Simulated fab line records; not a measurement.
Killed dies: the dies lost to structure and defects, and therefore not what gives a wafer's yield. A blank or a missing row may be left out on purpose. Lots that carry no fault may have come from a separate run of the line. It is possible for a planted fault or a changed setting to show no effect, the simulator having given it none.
Problem report, 8D (eight disciplines) form, completed by code | flow sky130 | the parts of the form that need people (team, actions taken, sign-off) are left out

== 1. THE ISSUE ==
cathode-dc-power-W at SKY_VIA1_SPUTTER_20 reads a mean of 3837.6 W on 6 wafers of 2 lots; wafers without a fault read 4000.0 W with a standard deviation of 0.62. So: -99 or more standard deviations from the usual mean.
The step: material TiN, target thk 20 nm, time 80 s.
Seen first at day 37 13:25 on pvd-sputter-02, wafer L668.2. At this step, 36 wafers from 12 lots have a number in the record. Rule for "out" (also "out of limits"): further than 4 standard deviations from the usual mean. The rest of the wafers with a number are treated as sound.

== 2. WHAT IT IS; WHAT IT IS NOT ==
question                    | is                     | is not
which readings at this step | cathode-dc-power-W     | throttle-valve-pct
which lots                  | L668, L670             | L659, L660, L671, L673, L675, L677, L678, L679, L680, L681
which wafers of those lots  | all that have a number | -
read on which tools         | pvd-sputter-02         | pvd-sputter-03, pvd-sputter-04
when                        | from day 37 13:25      | up to then (6 sound wafers); but 24 sound wafers of L671, L673, L675, L677, L678, L679, L680, L681 came after

== 3. SUSPECTS, AND WHAT RULES EACH OUT ==
Counting: any tool at a process step up to the reading is kept as a suspect provided that every lot that is out went through it and no sound lot did after the first of them.
- pvd-sputter-02 at SKY_VIA1_SPUTTER_20 (material TiN, target thk 20 nm, time 80 s): kept. Every lot that is out went through it, starting with L668 (day 37 13:25), and after that it ran no sound lot; the last sound lot it ran before then is L660 (day 34 12:58). Its own cathode-dc-power-W readings are out on those wafers.
Left after counting: pvd-sputter-02 at SKY_VIA1_SPUTTER_20.

== 4. THE CAUSE (what the simulator had put in) ==
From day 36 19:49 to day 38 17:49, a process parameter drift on pvd-sputter-02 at SKY_VIA1_SPUTTER_20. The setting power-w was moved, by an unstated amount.
Only this tool survived the counting.

== 5. THE EFFECT CHAIN, in route order ==
Each row: a reading where the mean over the struck wafers with a number is more than 3 standard deviations away from the usual. Readings are gone through only where the record gives a usual standard deviation; hours: the median, over the lots, of the time from a lot's start at the first step in this table giving one to that lot's start at this step; sigmas: the change measured in usual standard deviations.
hours | step                | reading            | usual    | on struck wafers | change | sigmas
0     | SKY_VIA1_SPUTTER_20 | cathode-dc-power-W | 4000.0 W | 3837.6           | -162.4 | -99 or more
The process steps in it:
- SKY_VIA1_SPUTTER_20: material TiN, target thk 20 nm, time 80 s.

== 6. HOW IT WOULD HAVE BEEN CAUGHT EARLIER ==
In this record the first reading out of limits was taken at day 37 13:25, 18 hours after the fault began at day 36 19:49.
